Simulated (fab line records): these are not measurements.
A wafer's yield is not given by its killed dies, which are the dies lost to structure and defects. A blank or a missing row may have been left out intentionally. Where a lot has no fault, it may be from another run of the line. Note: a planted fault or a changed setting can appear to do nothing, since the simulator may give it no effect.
Matching of chambers / flow gf180mcu / GF_V3_CMP_26 on cmp-01 has 4 sister chambers
The step polishes, stops on SiO2, t overpolish 15 s, target thk 0 nm. 4 wafers are shown with their chamber, then 7 later ones without.

== EACH WAFER AND ITS CHAMBER ==
wafer=L440.2; chamber=2; motor_current_A (A)=11.8
wafer=L442.6; chamber=0; motor_current_A (A)=12.8
wafer=L441.1; chamber=3; motor_current_A (A)=10.0
wafer=L441.4; chamber=1; motor_current_A (A)=10.8

== WAFERS MISSING THEIR CHAMBER ==
wafer=L441.6; motor_current_A (A)=11.0
wafer=L459.3; motor_current_A (A)=9.9
wafer=L459.4; motor_current_A (A)=13.2
wafer=L459.5; motor_current_A (A)=11.3
wafer=L461.1; motor_current_A (A)=10.9
wafer=L461.2; motor_current_A (A)=10.6
wafer=L461.4; motor_current_A (A)=12.8

== THE CHAMBER EACH PASSED THROUGH ==
wafer=L441.6; from the rows above=1; in truth=1
wafer=L459.3; from the rows above=3; in truth=3
wafer=L459.4; from the rows above=0; in truth=0
wafer=L459.5; from the rows above=can't be placed: 1 or 2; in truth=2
wafer=L461.1; from the rows above=1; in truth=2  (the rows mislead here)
wafer=L461.2; from the rows above=can't be placed: 1 or 3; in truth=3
wafer=L461.4; from the rows above=0; in truth=0
4 of 7 placed correctly. Unplaceable from these rows: 2, with the true chamber sitting among the candidates in 2. Number placed wrongly: 1.
How it was worked out, from the rows above alone: a wafer's distance from a chamber is the root of the sum, over the readings, of the square of ((its reading less the chamber's mean) divided by the reading's scatter). The wafer belongs to the nearest chamber; if the next one is less than 2 further off, it can't be placed. For every chamber, the mean is computed from those of its wafers that are shown. The scatter (one wafer shown for each chamber): square how far every hidden wafer sits from the nearest shown wafer, average those squares and take the square root.
